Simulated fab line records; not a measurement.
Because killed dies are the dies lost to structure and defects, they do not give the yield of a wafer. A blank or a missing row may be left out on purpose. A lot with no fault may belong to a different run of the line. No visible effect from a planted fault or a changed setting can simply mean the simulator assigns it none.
Matching of chambers	flow gf180mcu	3 sister chambers for GF_V3_CVD_02 on pecvd-03
The step deposits SiO2 from TEOS, target thk 850 nm, time 94.851 s. 6 wafers are shown with their chamber, then 8 later ones without.

== EACH WAFER AND ITS CHAMBER ==
wafer	chamber	heater power w (W)
L080.5	2	696
L082.5	1	834
L083.2	1	754
L083.5	0	733
L083.6	2	647
L084.2	0	900

== WAFERS WHOSE CHAMBER IS MISSING ==
wafer	heater power w (W)
L084.5	567
L084.6	866
L092.1	806
L092.3	564
L092.5	860
L095.1	663
L095.3	833
L095.6	877

== THE CHAMBER EACH PASSED THROUGH ==
wafer	from the rows above	in truth
L084.5	can't be placed: 2 or 1 or 0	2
L084.6	can't be placed: 0 or 1 or 2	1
L092.1	can't be placed: 0 or 1 or 2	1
L092.3	can't be placed: 2 or 1 or 0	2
L092.5	can't be placed: 0 or 1 or 2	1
L095.1	can't be placed: 2 or 1 or 0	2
L095.3	can't be placed: 0 or 1 or 2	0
L095.6	can't be placed: 0 or 1 or 2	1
Placed correctly: 0 of 8. Can't be placed from these rows: 8 (the true chamber is among the candidates in 8). Wrongly placed: 0.
How it was worked out, from the rows above alone: a wafer's distance from a chamber is the root of the sum, over the readings, of the square of ((its reading less the chamber's mean) divided by the reading's scatter). The wafer belongs to the nearest chamber; if the next one is less than 2 further off, it can't be placed. The mean given for a chamber averages the wafers shown for that chamber. How the scatter is found: for the shown wafers, subtract from each reading the mean of its chamber, square and add these, divide the total by (wafers less chambers), then take the root.
